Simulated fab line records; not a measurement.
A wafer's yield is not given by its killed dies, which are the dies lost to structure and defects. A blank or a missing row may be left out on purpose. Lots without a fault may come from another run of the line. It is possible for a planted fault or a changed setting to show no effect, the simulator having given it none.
Chamber matching	flow gf180mcu	GF_V5_CVD_02 on pecvd-04: 3 sister chambers
The step deposits SiO2 from TEOS, target thk 1450 nm, time 163.28 s. 27 wafers are shown with their chamber, then 12 later ones without.

== WAFERS, EACH WITH ITS CHAMBER ==
wafer	chamber	heater power w (W)
L078.1	1	602
L078.5	0	754
L078.6	1	649
L079.3	0	654
L079.4	1	543
L079.6	0	725
L080.1	1	655
L080.3	0	648
L080.6	0	724
L085.4	0	598
L085.5	1	541
L085.6	2	551
L087.1	0	725
L087.3	1	634
L087.6	2	434
L088.1	1	578
L088.2	2	537
L088.3	0	679
L088.4	0	692
L088.5	2	432
L088.6	1	646
L089.1	0	702
L089.4	1	674
L089.5	2	501
L090.1	1	688
L090.3	2	513
L090.6	2	439

SIGNATURES (averages over the wafers above)
reading	chamber 0	chamber 1	chamber 2	scatter within a chamber
heater power w	690.10	621.00	486.71	49.9
Rule: a wafer lies at a distance from a chamber equal to the root of the sum of squares, over the readings, of (its reading less the chamber's mean, divided by the reading's scatter). If the next closest chamber is less than 2 further off than the closest, the wafer can't be placed; otherwise it belongs to the closest. The scatter: the root of (the sum of the squares of (reading less its chamber's mean) over the shown wafers, divided by (wafers less chambers)).

== WAFERS WITH NO CHAMBER GIVEN ==
wafer	heater power w (W)
L093.1	516
L093.2	644
L093.3	589
L093.4	429
L093.5	716
L093.6	666
L094.1	543
L094.4	617
L094.5	423
L097.1	468
L097.2	747
L097.6	533

== CHAMBER TAKEN BY EACH ==
wafer	from the rows above	in truth
L093.1	can't be placed: 2 or 1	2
L093.2	can't be placed: 1 or 0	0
L093.3	can't be placed: 1 or 0 or 2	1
L093.4	2	2
L093.5	can't be placed: 0 or 1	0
L093.6	can't be placed: 0 or 1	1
L094.1	can't be placed: 2 or 1 or 0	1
L094.4	can't be placed: 1 or 0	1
L094.5	2	2
L097.1	2	2
L097.2	can't be placed: 0 or 1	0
L097.6	can't be placed: 2 or 1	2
Placed correctly: 3 of 12. From these rows, 9 cannot be placed; in 9 the true chamber is one of the candidates. 0 placed wrongly.
